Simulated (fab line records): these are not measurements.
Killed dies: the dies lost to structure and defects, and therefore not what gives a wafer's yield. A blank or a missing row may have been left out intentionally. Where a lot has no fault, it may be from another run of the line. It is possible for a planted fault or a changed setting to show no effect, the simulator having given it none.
Which tool is to blame? ; flow gf180mcu ; 13 lots with 39 wafers sampled at 4 steps, on a route of 602 steps

== WHAT THE GAUGES READ, wafer by wafer ==
GF_M1_OVL_MEAS_15.
lot;measured;on;M1_OVL (nm)
L602;day 16 21:50;overlay-02;-2 -6 -2
L603;day 17 12:40;overlay-02;7 2 3
L604;day 17 16:53;overlay-02;8 10 2
L605;day 18 02:28;overlay-02;3 3 -4
L606;day 18 17:40;overlay-01;9 7 8
L607;day 19 06:16;overlay-01;1 4 -2
L608;day 19 11:14;overlay-02;-8 -6 -7
L609;day 19 15:32;overlay-02;8 11 1
L613;day 21 05:02;overlay-01;4 -5 3
L616;day 22 11:07;overlay-02;-1 -5 -8
L623;day 24 09:41;overlay-01;7 10 6
L624;day 25 01:24;overlay-01;-1 -3 -1
L625;day 25 13:52;overlay-01;2 2 4

== WHAT TOOL EACH LOT RAN ON (gives the tool, then ch and the chambers of the sampled wafers, and finally the start) ==
lot;GF_CONTACT_SPUTTER_23;GF_CONTACT_CMP_27;GF_M1_SPUTTER_04
L602;pvd-sputter-02, day 15 22:48;cmp-02 ch 1,2,3, day 15 23:13;pvd-sputter-02, day 15 23:36
L603;pvd-sputter-02, day 16 13:55;cmp-02 ch 0,3, day 16 14:14;pvd-sputter-04, day 16 14:43
L604;pvd-sputter-01, day 16 17:28;cmp-02 ch 0,1,2, day 16 17:56;pvd-sputter-02, day 16 18:16
L605;pvd-sputter-01, day 17 02:41;cmp-01 ch 1,2, day 17 03:00;pvd-sputter-03, day 17 03:29
L606;pvd-sputter-02, day 17 17:17;cmp-02 ch 1,2, day 17 17:39;pvd-sputter-04, day 17 18:05
L607;pvd-sputter-02, day 18 04:50;cmp-01 ch 0,1,3, day 18 05:13;pvd-sputter-03, day 18 05:42
L608;pvd-sputter-02, day 18 09:37;cmp-02 ch 0,1, day 18 09:56;pvd-sputter-03, day 18 10:26
L609;pvd-sputter-04, day 18 14:41;cmp-01 ch 0,3, day 18 15:03;pvd-sputter-04, day 18 15:29
L613;pvd-sputter-04, day 20 04:41;cmp-02 ch 0,1,3, day 20 05:07;pvd-sputter-02, day 20 05:30
L616;pvd-sputter-02, day 21 10:59;cmp-02 ch 0,3, day 21 11:18;pvd-sputter-03, day 21 11:47
L623;pvd-sputter-02, day 23 10:45;cmp-01 ch 1,3, day 23 11:04;pvd-sputter-02, day 23 11:33
L624;pvd-sputter-01, day 24 02:41;cmp-01 ch 0,1,2, day 24 03:03;pvd-sputter-03, day 24 03:29
L625;pvd-sputter-02, day 24 15:34;cmp-02 ch 1,2,3, day 24 15:56;pvd-sputter-04, day 24 16:22
- GF_CONTACT_SPUTTER_23: material TiN, target thk 10 nm, time 40 s.
- GF_CONTACT_CMP_27: polishes, stops on SiO2, t overpolish 15 s, target thk 0 nm.
- GF_M1_SPUTTER_04: material TiN, target thk 50 nm, time 41.7 s.

== WHAT THE TOOLS THEMSELVES READ (means of the sampled wafers that have a number; where no wafer has one, the mark that the record gives instead) ==
GF_CONTACT_SPUTTER_23.
lot;tool;throttle-valve-pct (%)
L602;pvd-sputter-02;31.0
L603;pvd-sputter-02;30.7
L604;pvd-sputter-01;29.9
L605;pvd-sputter-01;29.9
L606;pvd-sputter-02;30.6
L607;pvd-sputter-02;30.5
L608;pvd-sputter-02;30.6
L609;pvd-sputter-04;30.3
L613;pvd-sputter-04;28.8
L616;pvd-sputter-02;31.4
L623;pvd-sputter-02;30.8
L624;pvd-sputter-01;29.2
L625;pvd-sputter-02;30.6

GF_CONTACT_CMP_27.
lot;tool;motor-current-A (A);overpolish-run-s (s);time-to-endpoint-s (s)
L602;cmp-02;11.5;15.005;71.1
L603;cmp-02;11.0;15.006;72.2
L604;cmp-02;11.2;14.989;73.6
L605;cmp-01;10.9;14.995;70.4
L606;cmp-02;11.8;14.997;74.0
L607;cmp-01;10.7;15.003;74.4
L608;cmp-02;11.6;14.996;69.5
L609;cmp-01;10.5;15.005;76.7
L613;cmp-02;11.8;14.994;75.1
L616;cmp-02;10.6;14.996;60.7
L623;cmp-01;9.5;14.996;69.9
L624;cmp-01;10.8;14.993;70.1
L625;cmp-02;11.4;14.998;76.1

GF_M1_SPUTTER_04.
lot;tool;throttle-valve-pct (%)
L602;pvd-sputter-02;30.1
L603;pvd-sputter-04;29.9
L604;pvd-sputter-02;31.1
L605;pvd-sputter-03;30.1
L606;pvd-sputter-04;29.8
L607;pvd-sputter-03;30.1
L608;pvd-sputter-03;30.5
L609;pvd-sputter-04;28.3
L613;pvd-sputter-02;30.6
L616;pvd-sputter-03;29.9
L623;pvd-sputter-02;30.4
L624;pvd-sputter-03;29.9
L625;pvd-sputter-04;29.0

== THE ANSWER, worked out from the rows above alone ==
Rule: the usual values come from the lots themselves. The widest of any qualifying gaps counts: lots, ordered by their means at a reading, are off when they make up no more than a third of the lots, leave a main group of 4 or more, and stand apart from it by 3 or more times the standard deviation of that group's means. If all means in a main group match to the digits the tables above print for the reading, that group is not used. A lot without any number at a reading at which 4 lots or more have one is off too. All remaining lots with rows at the step are treated as sound. Order of review: gauges by route order, followed by the tools' own readings, for which a lot's mean as printed above is used. The first step at which some lot is off is used, and at that step the reading that is off furthest; a lot without a number counts as furthest.
Off at GF_CONTACT_CMP_27 (time-to-endpoint-s): L616. The main group: mean 72.8 s, standard deviation 2.4.
If a tool, at that step or one of the process steps before it, ran each lot that is off and ran no sound lot following the first of them, it fits. No candidate that was tried fits.

== WHAT THE SIMULATOR HAD PUT IN ==
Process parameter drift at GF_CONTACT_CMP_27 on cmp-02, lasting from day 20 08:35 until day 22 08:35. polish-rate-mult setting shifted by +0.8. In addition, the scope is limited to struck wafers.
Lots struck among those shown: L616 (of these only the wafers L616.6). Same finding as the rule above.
